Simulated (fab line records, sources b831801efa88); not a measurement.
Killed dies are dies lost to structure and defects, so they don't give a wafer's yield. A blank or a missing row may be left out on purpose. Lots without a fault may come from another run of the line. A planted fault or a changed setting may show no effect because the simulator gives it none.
fab line records | flow sfq_line
record lots=5 wafers=23
route steps=325 shown L0V@17 I0@44 M1@59 I1@78 M2@95 I2@110
start_h: hours from the record's first day to the start of the lot's first wafer shown | wait_h: hours since the lot's step before | " the same as in the row above | L1.1+2: a row that stands for several wafers | - no value, or no start given | * or withheld: withheld | < > ~ a bound
route shown NAME@n: a module of which the file shows steps, and the number in the route of the first | usual: mean/standard deviation of fault-free wafers | same: alike in all rows | chamber/n: place in a boat | sites: the reading at each site | _std_site: their standard deviation | _edge_site: outer sites' mean less inner sites' | radius_mm: how far each site lies from the wafer's centre | mask NAME#n: copy n | behind: the tool/chamber that last shaped the wafer | hold: why the lot was held/for how many hours/how that ended | device: the transistor (n, p or np) that didn't switch | end of line: the same wafers' tests at the end of the route | a step without rows: its recipe alone | killed: dies lost to structure and defects at the first sort, not the wafer's yield | map: a wafer's dies, x killed, . not, _ none there
set.NAME: the setting as run; set.NAME@STEP: as run at that earlier step | model.NAME: the simulator's own value behind a step, which no gauge read
lots whose settings were changed on purpose; a table a step, a row a wafer
## steps
# step SFQ_TRILAYER_L0_VIA_LITHO_COAT_018
# recipe resist=BARC spin_rpm=3000 resist_thk_nm=62
# columns lot.wafer tool chamber start_h wait_h set.resist_thk_nm model.BARC_of_TRILAYER_L0_VIA_LITHO_COAT_018.thk_nm
L074.1 litho_track-03 0 58.01 0.0 62 62.26
L074.4 " 0 " " 62 62.06
L074.6 " 0 " " 62 62.12
L077.1 litho_track-03 0 73.10 0.0 64.65 64.68
L077.2 " 0 " " 62 62.08
L077.4 " 0 " " 64.65 64.49
L077.5 " 0 " " 62 61.99
L077.6 " 0 " " 62 62.15
L080.1 litho_track-02 0 94.32 0.0 62 61.92
L080.2 " 0 " " 62 61.82
L080.3 " 0 " " 62 61.75
L080.5 " 0 " " 62 61.79
L080.6 " 0 " " 62 61.9
L081.2 litho_track-03 0 101.57 0.1 62 62.02
L081.3+4 " 0 " " 62 61.93
L081.5 " 0 " " 61.05 60.99
L081.6 " 0 " " 61.05 61.15
L083.1 litho_track-02 0 108.72 0.0 62 61.62
L083.2 " 0 " " 65.4 65.29
L083.3 " 0 " " 62 61.67
L083.4 " 0 " " 65.4 65.2
L083.6 " 0 " " 65.4 65.17
# step SFQ_TRILAYER_L0_VIA_LITHO_COAT_013
# recipe resist=KrF spin_rpm=3000 resist_thk_nm=650
# step SFQ_TRILAYER_L0_VIA_LITHO_SOFTBAKE_017
# recipe temp_c=withheld time_s=withheld resist=KrF
# step SFQ_TRILAYER_L0_VIA_LITHO_DEVELOP_015
# recipe time_s=60 resist=KrF
# step SFQ_TRILAYER_L0_VIA_BARC_OPEN_VIA_ETCH_021
# recipe mask_material=PR chemistry=O2 target_depth_nm=125 target=BARC source_w=500 bias_w=80 pressure_mtorr=30 time_s=43.58
# usual oes_product_au=0.679/0.0041
# columns lot.wafer tool chamber start_h wait_h set.resist_thk_nm@TRILAYER_L0_VIA_LITHO_COAT_018 oes_product_au
L074.1 rie_diel-04 0 109.05 0.0 62 0.677
L074.4 " 2 " " 62 0.687
L074.6 " 0 " " 62 0.680
L077.1 rie_diel-04 0 130.75 0.0 64.65 0.698
L077.2 " 1 " " 62 0.681
L077.4 " 3 " " 64.65 0.695
L077.5 " 2 " " 62 0.681
L077.6 " 1 " " 62 0.680
L080.1 rie_diel-02 3 153.92 0.0 62 0.679
L080.2 " 2 " " 62 0.678
L080.3 " 1 " " 62 0.677
L080.5 " 0 " " 62 0.667
L080.6 " 1 " " 62 0.682
L081.2 rie_diel-04 2 162.32 0.0 62 0.682
L081.3 " 1 " " 62 0.681
L081.4 " 2 " " 62 0.680
L081.5 " 3 " " 61.05 0.675
L081.6 " 1 " " 61.05 0.681
L083.1 rie_diel-01 3 170.72 0.0 62 0.670
L083.2 " 2 " " 65.4 0.695
L083.3 " 0 " " 62 0.670
L083.4 " 1 " " 65.4 0.698
L083.6 " 2 " " 65.4 0.697
# step SFQ_TRILAYER_I0_CMP_CMP_028
# recipe material=SiO2 down_force_psi=3 platen_rpm=60 pad_velocity_m_s=0.94248
# columns lot.wafer tool chamber start_h wait_h set.leave_above_ref_nm model.SiO2_of_TRILAYER_I0_DEP_PECVD_027.thk_nm
L074.1 cmp-01 2 186.52 11.6 200 202.3
L074.4 " 3 " " 200 201.5
L074.6 " 2 188.52 13.6 200 201.9
L077.1 cmp-02 1 208.25 9.1 208.5 209
L077.2 " 2 " " 200 201.7
L077.4 " 3 " " 200 200.2
L077.6 " 1 210.25 11.1 208.5 208.5
L077.5 " 2 " " 208.5 210.2
L080.2 cmp-01 0 231.88 7.6 200 200.3
L080.1 " 2 232.88 8.6 200 202.1
L080.3 " 3 " " 195.4 196.5
L080.6 " 0 " " 195.4 195
L080.5 " 1 " " 200 201.5
L081.2 cmp-01 0 237.88 4.0 200 199
L081.4 " 1 " " 211.8 212.3
L081.3 " 2 " " 200 200.8
L081.6 " 0 239.88 5.9 200 199.4
L081.5 " 1 " " 211.8 213.3
L083.3 cmp-01 1 249.88 4.4 200 200.5
L083.1 " 2 " " 200 201.5
L083.4 " 3 " " 212.4 212.3
L083.2 " 0 " " 212.4 211.3
L083.6 " 2 252.38 6.9 200 200.2
# step SFQ_TRILAYER_I0_METRO_MEASURE_029
# usual thk_nm=200.2/1
# columns lot.wafer tool chamber start_h wait_h set.leave_above_ref_nm@TRILAYER_I0_CMP_CMP_028 thk_nm
L074.1 film_metro-03 - 189.64 0.1 200 202.3
L074.4 " - " " 200 201.6
L074.6 " - " " 200 202.0
L077.1 film_metro-04 - 211.37 0.1 208.5 209.1
L077.2 " - " " 200 201.7
L077.4 " - " " 200 199.9
L077.5 " - " " 208.5 210.1
L077.6 " - " " 208.5 208.8
L080.1 film_metro-03 - 235.00 0.1 200 202.0
L080.2 " - " " 200 200.2
L080.3 " - " " 195.4 196.6
L080.5 " - " " 200 201.6
L080.6 " - " " 195.4 195.0
L081.2 film_metro-04 - 241.20 0.3 200 199.0
L081.3 " - " " 200 200.8
L081.4 " - " " 211.8 212.4
L081.5 " - " " 211.8 213.6
L081.6 " - " " 200 199.4
L083.1 film_metro-04 - 253.00 0.1 200 201.3
L083.2 " - " " 212.4 211.3
L083.3 " - " " 200 200.7
L083.4 " - " " 212.4 212.3
L083.6 " - " " 200 200.4
# step SFQ_TRILAYER_I0_VIA_LITHO_COAT_036
# recipe resist=BARC spin_rpm=3000 resist_thk_nm=62
# columns lot.wafer tool chamber start_h wait_h set.spin_rpm model.BARC_of_TRILAYER_I0_VIA_LITHO_COAT_036.thk_nm
L074.1 litho_track-01 0 190.84 1.0 3000 61.86
L074.4 " 0 " " 3000 62.06
L074.6 " 0 " " 3000 61.88
L077.1 litho_track-04 0 212.57 1.0 3130 60.62
L077.2 " 0 " " 3000 62.16
L077.4 " 0 " " 3000 62.15
L077.5 " 0 " " 3000 62.02
L077.6 " 0 " " 3130 60.81
L080.1 litho_track-04 0 236.20 1.0 3000 61.39
L080.2 " 0 " " 3106 60.48
L080.3 " 0 " " 3106 60.55
L080.5 " 0 " " 3106 60.51
L080.6 " 0 " " 3000 61.73
L081.2 litho_track-04 0 242.25 0.8 3000 61.88
L081.3 " 0 " " 3069 61.27
L081.4 " 0 " " 3000 61.84
L081.5 " 0 " " 3000 61.93
L081.6 " 0 " " 3069 61.33
L083.1 litho_track-03 0 254.20 1.0 3000 62.08
L083.2+4 " 0 " " 3000 62.11
L083.3 " 0 " " 3000 62.1
L083.6 " 0 " " 3000 62.32
# step SFQ_TRILAYER_I0_VIA_LITHO_COAT_031
# recipe resist=KrF spin_rpm=3000 resist_thk_nm=650
# step SFQ_TRILAYER_I0_VIA_LITHO_SOFTBAKE_035
# recipe temp_c=withheld time_s=withheld resist=KrF
# step SFQ_TRILAYER_I0_VIA_LITHO_DEVELOP_033
# recipe time_s=60 resist=KrF
# step SFQ_TRILAYER_I0_VIA_BARC_OPEN_VIA_ETCH_046
# recipe mask_material=PR chemistry=O2 target_depth_nm=125 target=BARC source_w=482.7 bias_w=80 pressure_mtorr=30 time_s=41.7
# columns lot.wafer tool chamber start_h wait_h set.spin_rpm@TRILAYER_I0_VIA_LITHO_COAT_036 model.etch.depth_nm
L074.1 rie_diel-01 1 230.11 0.0 3000 61.86
L074.4 " 2 " " 3000 62.06
L074.6 " 1 " " 3000 61.88
L077.1 rie_diel-03 1 260.17 0.0 3130 60.62
L077.2+4+5 " 2,3,1 " " 3000 -
L077.6 " 2 " " 3130 -
L080.1 rie_diel-01 0 282.97 0.0 3000 61.39
L080.2+3 " 2,3 " " 3106 -
L080.5 " 0 " " 3106 60.51
L080.6 " 3 " " 3000 61.73
L081.2+5 rie_diel-02 1 286.57 0.0 3000 -
L081.3 " 2 " " 3069 -
L081.4 " 3 " " 3000 61.84
L081.6 " 2 " " 3069 61.33
L083.1+2+3+4+6 rie_diel-02 0,2,1,3,3 301.39 0.0 3000 -
# step SFQ_TRILAYER_I0_VIA_ETCH_VIA_ETCH_034
# recipe target=SiO2 stop_on=Nb mask_material=PR taper_deg=20 chemistry=CHF3 target_depth_nm=260 source_w=500 bias_w=80 pressure_mtorr=30 time_s=withheld
# usual oes_product_au=0.854/0.0051
# columns lot.wafer tool chamber start_h wait_h set.source_w set.leave_above_ref_nm@TRILAYER_I0_CMP_CMP_028 oes_product_au model.I0.feature_depth_nm model.etch.depth_nm
L074.1 rie_diel-01 1 230.15 0.0 500 200 0.851 202.3 202.3
L074.4 " 2 " " 500 200 0.861 201.5 201.5
L074.6 " 1 " " 500 200 0.859 201.9 201.9
L077.1 rie_diel-03 1 260.21 0.0 500 208.5 0.882 209 209
L077.2 " 2 " " 500 200 0.856 201.7 -
L077.4 " 3 " " 500 200 0.858 200.2 -
L077.5 " 1 " " 500 208.5 0.887 210.2 -
L077.6 " 2 " " 500 208.5 0.878 208.5 -
L080.1 rie_diel-01 0 283.01 0.0 555.8 200 0.858 202.9 202.1
L080.2 " 2 " " 555.8 200 0.852 201.1 -
L080.3 " 3 " " 500 195.4 0.846 196.5 -
L080.5 " 0 " " 500 200 0.855 201.5 201.5
L080.6 " 3 " " 500 195.4 0.842 195 195
L081.2 rie_diel-02 1 286.61 0.0 453.6 200 0.862 199 -
L081.3 " 2 " " 453.6 200 0.854 200.8 -
L081.4 " 3 " " 500 211.8 0.884 212.3 212.3
L081.5 " 1 " " 500 211.8 0.887 213.3 -
L081.6 " 2 " " 500 200 0.854 199.4 199.4
L083.1 rie_diel-02 0 301.43 0.0 468.4 200 0.863 201.5 -
L083.2 " 2 " " 468.4 212.4 0.878 211.3 -
L083.3 " 1 " " 500 200 0.853 200.5 -
L083.4 " 3 " " 500 212.4 0.875 212.3 -
L083.6 " 3 " " 500 200 0.850 200.2 -
# step SFQ_TRILAYER_M1_DEP_SPUTTER_037
# recipe material=Nb base_pressure_pa=1.33e-06 chamber_pressure_pa=0.1333 substrate_temp_c=20 resputter_cathode_voltage_v=400 target_thk_nm=200 power_w=2000 time_s=133.3
# columns lot.wafer tool chamber start_h wait_h set.time_s model.Nb_of_TRILAYER_M1_DEP_SPUTTER_037.thk_nm
L074.1 pvd_sputter-04 - 231.07 0.0 133.3 201.9
L074.4+6 " - " " 133.3 199.5
L077.1 pvd_sputter-04 - 261.14 0.0 133.3 200.9
L077.2 " - " " 147.8 220.3
L077.4 " - " " 147.8 222.9
L077.5 " - " " 133.3 200.7
L077.6 " - " " 147.8 221.9
L080.1 pvd_sputter-06 - 283.92 0.0 133.3 202.8
L080.2 " - " " 148.8 222.8
L080.3 " - " " 148.8 226.4
L080.5 " - " " 133.3 202.3
L080.6 " - " " 133.3 201.5
L081.2 pvd_sputter-04 - 287.52 0.0 118 177.8
L081.3 " - " " 118 179.6
L081.4 " - " " 133.3 200.7
L081.5 " - " " 118 175.1
L081.6 " - " " 133.3 199.9
L083.1 pvd_sputter-06 - 302.37 0.0 147.7 223.6
L083.2 " - " " 147.7 223.3
L083.3 " - " " 147.7 222.9
L083.4 " - " " 133.3 198.3
L083.6 " - " " 133.3 202.6
# step SFQ_M1_RS_MEAS_909
# recipe thk_meas_gauge=four-point-probe reads=Nb_of_TRILAYER_M1_DEP_SPUTTER_037
# usual M1_NB_RS=0.887/0.0082
# columns lot.wafer tool chamber start_h wait_h set.time_s@TRILAYER_M1_DEP_SPUTTER_037 M1_NB_RS[ohm/sq]
L074.1 film_metro-01 - 231.16 0.0 133.3 0.882
L074.4 " - " " 133.3 0.892
L074.6 " - " " 133.3 0.892
L077.1 film_metro-04 - 261.23 0.0 133.3 0.883
L077.2 " - " " 147.8 0.805
L077.4 " - " " 147.8 0.795
L077.5 " - " " 133.3 0.883
L077.6 " - " " 147.8 0.799
L080.1 film_metro-03 - 284.01 0.0 133.3 0.876
L080.2 " - " " 148.8 0.798
L080.3 " - " " 148.8 0.786
L080.5 " - " " 133.3 0.878
L080.6 " - " " 133.3 0.883
L081.2 film_metro-04 - 287.63 0.1 118 1.002
L081.3 " - " " 118 0.991
L081.4 " - " " 133.3 0.885
L081.5 " - " " 118 1.015
L081.6 " - " " 133.3 0.890
L083.1 film_metro-01 - 302.46 0.0 147.7 0.794
L083.2 " - " " 147.7 0.796
L083.3 " - " " 147.7 0.795
L083.4 " - " " 133.3 0.898
L083.6 " - " " 133.3 0.877
# step SFQ_TRILAYER_M1_LITHO_COAT_044
# recipe resist=BARC spin_rpm=3000 resist_thk_nm=62
# step SFQ_TRILAYER_M1_BARC_OPEN_METAL_ETCH_054
# recipe mask_material=PR chemistry=O2 target_depth_nm=125 target=BARC icp_w=600 bias_w=80 pressure_mtorr=10 time_s=41.7
# step SFQ_TRILAYER_M1_ETCH_METAL_ETCH_042
# recipe target=Nb stop_on=SiO2 mask_material=PR chemistry=Cl2/Ar target_depth_nm=240 icp_w=600 bias_w=80 pressure_mtorr=10 time_s=120
# usual oes_product_au=0.894/0.0062
# columns lot.wafer tool chamber start_h wait_h set.time_s@TRILAYER_M1_DEP_SPUTTER_037 oes_product_au
L074.1 rie_metal-01 1 277.03 0.0 133.3 0.895
L074.4 " 0 " " 133.3 0.897
L074.6 " 0 " " 133.3 0.887
L077.1 rie_metal-03 1 307.45 0.0 133.3 0.893
L077.2 " 0 " " 147.8 0.949
L077.4 " 1 " " 147.8 0.950
L077.5 " 1 " " 133.3 0.899
L077.6 " 0 " " 147.8 0.948
L080.1 rie_metal-03 0 331.45 0.0 133.3 0.897
L080.2 " 1 " " 148.8 0.957
L080.3 " 1 " " 148.8 0.956
L080.5 " 0 " " 133.3 0.905
L080.6 " 1 " " 133.3 0.899
L081.2 rie_metal-04 0 337.45 0.0 118 0.837
L081.3 " 1 " " 118 0.842
L081.4 " 0 " " 133.3 0.899
L081.5 " 1 " " 118 0.833
L081.6 " 0 " " 133.3 0.895
L083.1 rie_metal-04 0 351.85 0.0 147.7 0.950
L083.2 " 1 " " 147.7 0.955
L083.3 " 1 " " 147.7 0.952
L083.4 " 0 " " 133.3 0.891
L083.6 " 0 " " 133.3 0.893
# step SFQ_TRILAYER_I1_VIA_LITHO_COAT_049
# recipe resist=KrF spin_rpm=3000 resist_thk_nm=650
# columns lot.wafer tool chamber start_h wait_h set.spin_rpm model.KrF_of_TRILAYER_I1_VIA_LITHO_COAT_049.thk_nm
L074.1 litho_track-01 0 283.81 0.2 3000 649.3
L074.4 " 0 " " 3000 647.2
L074.6 " 0 " " 3000 648.6
L077.1 litho_track-03 0 313.81 0.2 3000 648.7
L077.2+4 " 0 " " 3000 650.3
L077.5 " 0 " " 3000 648.4
L077.6 " 0 " " 3000 651.1
L080.1 litho_track-03 0 337.38 0.2 3000 652.6
L080.2 " 0 " " 3162 635.2
L080.3 " 0 " " 3162 636.5
L080.5 " 0 " " 3000 652.2
L080.6 " 0 " " 3162 635.1
L081.2+5 litho_track-03 0 343.28 0.2 3000 652.3
L081.3 " 0 " " 3000 651.2
L081.4 " 0 " " 3000 650.1
L081.6 " 0 " " 3000 651.1
L083.1 litho_track-01 0 358.70 0.2 3000 648.5
L083.2 " 0 " " 3000 649.6
L083.3 " 0 " " 2928 657.5
L083.4 " 0 " " 3000 648.8
L083.6 " 0 " " 2928 656.1
# step SFQ_TRILAYER_I1_VIA_ETCH_VIA_ETCH_052
# recipe target=SiO2 stop_on=Nb mask_material=PR taper_deg=20 chemistry=CHF3 target_depth_nm=260 source_w=500 bias_w=80 pressure_mtorr=30 time_s=withheld
# columns lot.wafer tool chamber start_h wait_h set.source_w set.spin_rpm@TRILAYER_I1_VIA_LITHO_COAT_049 model.KrF_of_TRILAYER_I1_VIA_LITHO_COAT_049.thk_nm
L074.1 rie_diel-01 0 330.23 0.0 500 3000 528.1
L074.4 " 1 " " 500 3000 527.4
L074.6 " 0 " " 500 3000 527.8
L077.1+5 rie_diel-04 3 364.18 0.0 468.6 3000 528.6
L077.2 " 0 " " 500 3000 529.1
L077.4 " 2 " " 468.6 3000 530.1
L077.6 " 0 " " 500 3000 529.8
L080.1 rie_diel-03 3 389.18 0.0 500 3000 531.2
L080.2 " 0 " " 468.7 3162 516.5
L080.3 " 2 " " 500 3162 515.7
L080.5 " 0 " " 468.7 3000 533.4
L080.6 " 3 " " 468.7 3162 515
L081.2 rie_diel-04 0 395.18 0.0 459 3000 532
L081.3 " 2 " " 459 3000 531.7
L081.4 " 1 " " 459 3000 527.6
L081.5 " 1 " " 500 3000 528.5
L081.6 " 0 " " 500 3000 528.8
L083.1 rie_diel-04 2 414.48 0.0 558 3000 523.9
L083.2 " 3 " " 500 3000 528.1
L083.3 " 1 " " 500 2928 533.5
L083.4 " 0 " " 500 3000 526.4
L083.6 " 2 " " 558 2928 532.3
# step SFQ_TRILAYER_M2_LITHO_EXPOSE_058
# recipe mask_id=M2 na=0.6 source_shape=conventional sigma_outer=0.65 target_cd_nm=500 dose_mj=14.4
# columns lot.wafer tool chamber start_h wait_h mask set.dose_mj
L074.1+4+6 krf_scanner-01 0 380.61 - M2#0 14.4
L077.1+2+5 krf_scanner-01 0 418.91 - M2#0 15.44
L077.4+6 " 0 " " M2#0 14.4
L080.1+2+5 krf_scanner-01 0 441.71 - M2#0 14.4
L080.3+6 " 0 " " M2#0 15.07
L081.2+5+6 krf_scanner-01 0 447.91 - M2#0 14.4
L081.3+4 " 0 " " M2#0 14.01
L083.1+2+3+4+6 krf_scanner-01 0 466.91 - M2#0 14.4
# step SFQ_TRILAYER_M2_BARC_OPEN_METAL_ETCH_077
# recipe mask_material=PR chemistry=O2 target_depth_nm=125 target=BARC icp_w=600 bias_w=80 pressure_mtorr=10 time_s=41.7
# columns lot.wafer tool chamber start_h wait_h set.time_s set.dose_mj@TRILAYER_M2_LITHO_EXPOSE_058 model.M2.cd_nm
L074.1 rie_metal-04 1 382.14 0.0 41.7 14.4 499.4
L074.4 " 1 " " 41.7 14.4 500.4
L074.6 " 1 " " 41.7 14.4 498.8
L077.1 rie_metal-02 1 420.44 0.0 43.56 15.44 487.5
L077.2 " 0 " " 41.7 15.44 491.1
L077.4 " 0 " " 43.56 14.4 500.5
L077.5 " 1 " " 41.7 15.44 488.4
L077.6 " 0 " " 41.7 14.4 500.3
L080.1 rie_metal-02 1 443.24 0.0 38.47 14.4 499.7
L080.2 " 0 " " 38.47 14.4 500.9
L080.3 " 0 " " 41.7 15.07 492.9
L080.5 " 0 " " 41.7 14.4 499.3
L080.6 " 1 " " 41.7 15.07 491
L081.2+6 rie_metal-04 1 449.31 0.0 41.7 14.4 500.8
L081.3 " 0 " " 41.7 14.01 503.8
L081.4 " 1 " " 41.7 14.01 506.1
L081.5 " 0 " " 41.7 14.4 500.6
L083.1 rie_metal-01 1 468.44 0.0 41.7 14.4 498.8
L083.2 " 0 " " 41.7 14.4 499.8
L083.3 " 1 " " 41.7 14.4 500.4
L083.4 " 0 " " 41.7 14.4 499.5
L083.6 " 0 " " 41.7 14.4 499.6
# step SFQ_TRILAYER_M2_ETCH_METAL_ETCH_060
# recipe target=Nb stop_on=SiO2 mask_material=PR chemistry=Cl2/Ar target_depth_nm=240 icp_w=600 bias_w=80 pressure_mtorr=10 time_s=120
# columns lot.wafer tool chamber start_h wait_h set.dose_mj@TRILAYER_M2_LITHO_EXPOSE_058 model.M2.cd_nm
L074.1 rie_metal-04 1 382.20 0.0 14.4 499.7
L074.4 " 1 " " 14.4 500.8
L074.6 " 1 " " 14.4 498.2
L077.1 rie_metal-02 1 420.50 0.0 15.44 484.6
L077.2 " 0 " " 15.44 491
L077.4 " 0 " " 14.4 501.4
L077.5 " 1 " " 15.44 485.4
L077.6 " 0 " " 14.4 500.7
L080.1 rie_metal-02 1 443.30 0.0 14.4 498.7
L080.2 " 0 " " 14.4 502.4
L080.3 " 0 " " 15.07 493.7
L080.5 " 0 " " 14.4 500.5
L080.6 " 1 " " 15.07 489.8
L081.2 rie_metal-04 1 449.37 0.0 14.4 499.7
L081.3 " 0 " " 14.01 504.7
L081.4 " 1 " " 14.01 505.5
L081.5 " 0 " " 14.4 500.2
L081.6 " 1 " " 14.4 500.8
L083.1 rie_metal-01 1 468.50 0.0 14.4 496.4
L083.2 " 0 " " 14.4 499.1
L083.3 " 1 " " 14.4 497.6
L083.4 " 0 " " 14.4 499.6
L083.6 " 0 " " 14.4 498.9
# step SFQ_TRILAYER_I2_VIA_LITHO_EXPOSE_068
# recipe mask_id=I2 na=0.6 source_shape=conventional sigma_outer=0.65 target_cd_nm=500 dose_mj=21.3
# columns lot.wafer tool chamber start_h wait_h mask set.dose_mj
L074.1+4+6 krf_scanner-02 0 506.65 - I2#0 21.3
L077.1+2+6 krf_scanner-02 0 555.61 - I2#0 20.54
L077.4+5 " 0 " " I2#0 21.3
L080.1+2+3+5+6 krf_scanner-02 0 576.01 - I2#0 21.3
L081.2+3+6 krf_scanner-02 0 587.76 - I2#0 21.3
L081.4+5 " 0 " " I2#0 20.55
L083.1+3 krf_scanner-02 0 601.96 - I2#0 21.3
L083.2+4+6 " 0 " " I2#0 22.78
## key
split step=SFQ_TRILAYER_L0_VIA_LITHO_COAT_018 setting=resist_thk_nm stated=62 by=wafer
response step=SFQ_TRILAYER_L0_VIA_LITHO_COAT_018 reading=model.BARC_of_TRILAYER_L0_VIA_LITHO_COAT_018.thk_nm change=+0.625 per=1% r=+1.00
response step=SFQ_TRILAYER_L0_VIA_BARC_OPEN_VIA_ETCH_021 reading=oes_product_au change=+0.0043 per=1% r=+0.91
split step=SFQ_TRILAYER_I0_CMP_CMP_028 setting=leave_above_ref_nm stated=200 by=wafer
response step=SFQ_TRILAYER_I0_CMP_CMP_028 reading=model.SiO2_of_TRILAYER_I0_DEP_PECVD_027.thk_nm change=+2.01 per=1% r=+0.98
response step=SFQ_TRILAYER_I0_METRO_MEASURE_029 reading=thk_nm change=+2.03 per=1% r=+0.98
response step=SFQ_TRILAYER_I0_VIA_ETCH_VIA_ETCH_034 reading=oes_product_au change=+0.00446 per=1% r=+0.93
response step=SFQ_TRILAYER_I0_VIA_ETCH_VIA_ETCH_034 reading=model.I0.feature_depth_nm change=+2.02 per=1% r=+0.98
response step=SFQ_TRILAYER_I0_VIA_ETCH_VIA_ETCH_034 reading=model.etch.depth_nm change=+2.31 per=1% r=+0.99
split step=SFQ_TRILAYER_I0_VIA_LITHO_COAT_036 setting=spin_rpm stated=3000 by=wafer
response step=SFQ_TRILAYER_I0_VIA_LITHO_COAT_036 reading=model.BARC_of_TRILAYER_I0_VIA_LITHO_COAT_036.thk_nm change=-0.304 per=1% r=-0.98
response step=SFQ_TRILAYER_I0_VIA_BARC_OPEN_VIA_ETCH_046 reading=model.etch.depth_nm change=-0.279 per=1% r=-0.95
split step=SFQ_TRILAYER_I0_VIA_ETCH_VIA_ETCH_034 setting=source_w stated=500 by=wafer
response none clear
split step=SFQ_TRILAYER_M1_DEP_SPUTTER_037 setting=time_s stated=133.3 by=wafer
response step=SFQ_TRILAYER_M1_DEP_SPUTTER_037 reading=model.Nb_of_TRILAYER_M1_DEP_SPUTTER_037.thk_nm change=+1.98 per=1% r=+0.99
response step=SFQ_M1_RS_MEAS_909 reading=M1_NB_RS change=-0.00845 per=1% r=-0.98
response step=SFQ_TRILAYER_M1_ETCH_METAL_ETCH_042 reading=oes_product_au change=+0.00512 per=1% r=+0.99
split step=SFQ_TRILAYER_I1_VIA_LITHO_COAT_049 setting=spin_rpm stated=3000 by=wafer
response step=SFQ_TRILAYER_I1_VIA_LITHO_COAT_049 reading=model.KrF_of_TRILAYER_I1_VIA_LITHO_COAT_049.thk_nm change=-3.14 per=1% r=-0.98
response step=SFQ_TRILAYER_I1_VIA_ETCH_VIA_ETCH_052 reading=model.KrF_of_TRILAYER_I1_VIA_LITHO_COAT_049.thk_nm change=-3.03 per=1% r=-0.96
split step=SFQ_TRILAYER_I1_VIA_ETCH_VIA_ETCH_052 setting=source_w stated=500 by=wafer
response none clear
split step=SFQ_TRILAYER_M2_LITHO_EXPOSE_058 setting=dose_mj stated=14.4 by=wafer
response step=SFQ_TRILAYER_M2_BARC_OPEN_METAL_ETCH_077 reading=model.M2.cd_nm change=-1.61 per=1% r=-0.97
response step=SFQ_TRILAYER_M2_ETCH_METAL_ETCH_060 reading=model.M2.cd_nm change=-1.91 per=1% r=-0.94
split step=SFQ_TRILAYER_M2_BARC_OPEN_METAL_ETCH_077 setting=time_s stated=41.7 by=wafer
response none clear
split step=SFQ_TRILAYER_I2_VIA_LITHO_EXPOSE_068 setting=dose_mj stated=21.3 by=wafer
response none in this file
